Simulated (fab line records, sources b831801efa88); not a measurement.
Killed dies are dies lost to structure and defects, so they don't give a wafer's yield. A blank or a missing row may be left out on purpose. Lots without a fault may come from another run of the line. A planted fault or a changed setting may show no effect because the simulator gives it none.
Problem report in the 8D (eight disciplines) form, filled by code | flow sky130 | the parts of the form that need people (team, actions taken, sign-off) are left out

1. THE PROBLEM
tilt_deg at SKY_LDD_N_IMPLANT_15 reads a mean of 0.015 degrees on 6 wafers of 2 lots; wafers without a fault read 30.002 degrees with a standard deviation of 0.022. That is -99 or more standard deviations from the usual mean.
First seen on wafer L952.3, day 21 20:58, on implanter-03. The record holds 42 wafers of 14 lots with a number at this step. Rule for "out", or "out of limits": more than 4 standard deviations from the usual mean. The other wafers with a number count as sound.

2. WHAT IT IS AND WHAT IT IS NOT
question                    | is                     | is not
which readings at this step | tilt_deg               | beam_on_s
which lots                  | L952, L954             | L942, L944, L947, L949, L957, L958, L959, L961, L962, L963, L964, L965
which wafers of those lots  | all that have a number | -
read on which tools         | implanter-03           | implanter-02, implanter-04
when                        | from day 21 20:58      | up to then (12 sound wafers); but 24 sound wafers of L957, L958, L959, L961, L962, L963, L964, L965 came after

3. SUSPECTS, AND WHAT RULES EACH OUT
Counting: a tool at a process step up to the reading stays a suspect if it ran every lot that is out and no sound lot after the first of them.
- implanter-03 at SKY_LDD_N_IMPLANT_15: ruled out as a lasting fault. Sound lots L961, L962, L963 ran on it after its first lot that is out, L952 (day 21 20:58).
Left after counting: nothing in the record.

4. THE CAUSE (what the simulator had put in)
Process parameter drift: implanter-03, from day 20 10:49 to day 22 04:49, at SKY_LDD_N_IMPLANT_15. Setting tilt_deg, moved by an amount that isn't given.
Counting ruled it out, wrongly.

5. THE CHAIN OF EFFECTS, in route order
Each row: a reading whose mean over the struck wafers that have a number lies more than 3 standard deviations from the usual. Only readings for which the record gives a usual standard deviation are gone through. hours: the time from each lot's start at the first step in this table that gives one to its start at this step, as a median over the lots. sigmas: the change in usual standard deviations.
hours | step                 | reading  | usual          | on struck wafers | change  | sigmas
0     | SKY_LDD_N_IMPLANT_15 | tilt_deg | 30.002 degrees | 0.015            | -29.987 | -99 or more
The process steps in it:
- SKY_LDD_N_IMPLANT_15

6. WHAT WOULD HAVE CAUGHT IT SOONER
In this record the first reading out of limits was taken at day 21 20:58, 34 hours after the fault began at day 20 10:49.
